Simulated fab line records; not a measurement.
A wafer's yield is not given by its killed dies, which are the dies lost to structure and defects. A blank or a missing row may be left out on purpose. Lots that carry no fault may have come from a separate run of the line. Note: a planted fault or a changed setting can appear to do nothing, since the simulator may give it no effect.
2 desks, one fault || flow sfq-line || each desk holds nothing but its own numbers, with what lay behind them at the end

AT THE TOOL OWNER'S DESK: krf-scanner-02
The tool's own readings at SFQ_TRILAYER_M5_LITHO_EXPOSE_124 (exposes mask M5, target cd 700 nm): means of the sampled wafers that have a number, for each lot that ran on this tool. A lot is out of limits, marked OUT, if its mean lies more than 4 standard deviations from the usual mean; the brackets give that distance.
Columns: A = exposure-dose-mJ-cm2 at SFQ_TRILAYER_M5_LITHO_EXPOSE_124, usual 14.400
{"lot": "L204", "first seen here": "day 51 06:13", "A": 14.406}
{"lot": "L213", "first seen here": "day 67 05:42", "A": "15.333 (+58) OUT"}
{"lot": "L214", "first seen here": "day 67 09:06", "A": "15.321 (+58) OUT"}
{"lot": "L215", "first seen here": "day 67 10:18", "A": "15.359 (+60) OUT"}
This desk's finding: out of limits on L213, L214, L215; first on L213, day 67 05:42 (exposure-dose-mJ-cm2 at SFQ_TRILAYER_M5_LITHO_EXPOSE_124). L204: within limits.

AT THE METROLOGY DESK
Means of the sampled wafers that have a number, per lot and without regard to the tool the lot ran on: this is what the gauges read. A lot is out of limits, marked OUT, if its mean lies more than 4 standard deviations from the usual mean; the brackets give that distance.
Columns: A = J5_OVL at SFQ_JJ_OVL_MEAS_931, usual 0 nm; B = M5_OVL at SFQ_M5_OVL_MEAS_932, usual 0 nm
{"lot": "L204", "first seen here": "day 50 21:51", "A": 5, "B": 1}
{"lot": "L206", "first seen here": "day 60 16:42", "A": 9, "B": 4}
{"lot": "L213", "first seen here": "day 62 12:17", "A": -1, "B": 0}
{"lot": "L214", "first seen here": "day 62 23:30", "A": -2, "B": 6}
{"lot": "L215", "first seen here": "day 63 01:54", "A": 0, "B": -4}
Result from this desk: across the 5 lots, nothing is out of limits.

PUT TOGETHER
The tool owner's desk had the chance to raise an alarm at day 67 05:42 on L213, L214, L215.
Nothing out of limits was seen by the metrology desk.
The metrology desk holds a record of L213, L214, L215, inside its limits.
Every lot named ran SFQ_TRILAYER_M5_LITHO_EXPOSE_124 on krf-scanner-02.

WHAT HAD BEEN PUT IN BY THE SIMULATOR
Process parameter drift: krf-scanner-02, from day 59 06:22 on, at SFQ_TRILAYER_M5_LITHO_EXPOSE_124. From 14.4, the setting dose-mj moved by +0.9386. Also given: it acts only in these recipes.
Shown lots that were struck: L213, L214, L215.
Delay in hours, fault start to first out-of-limits reading, by desk: the tool owner's desk at 191.
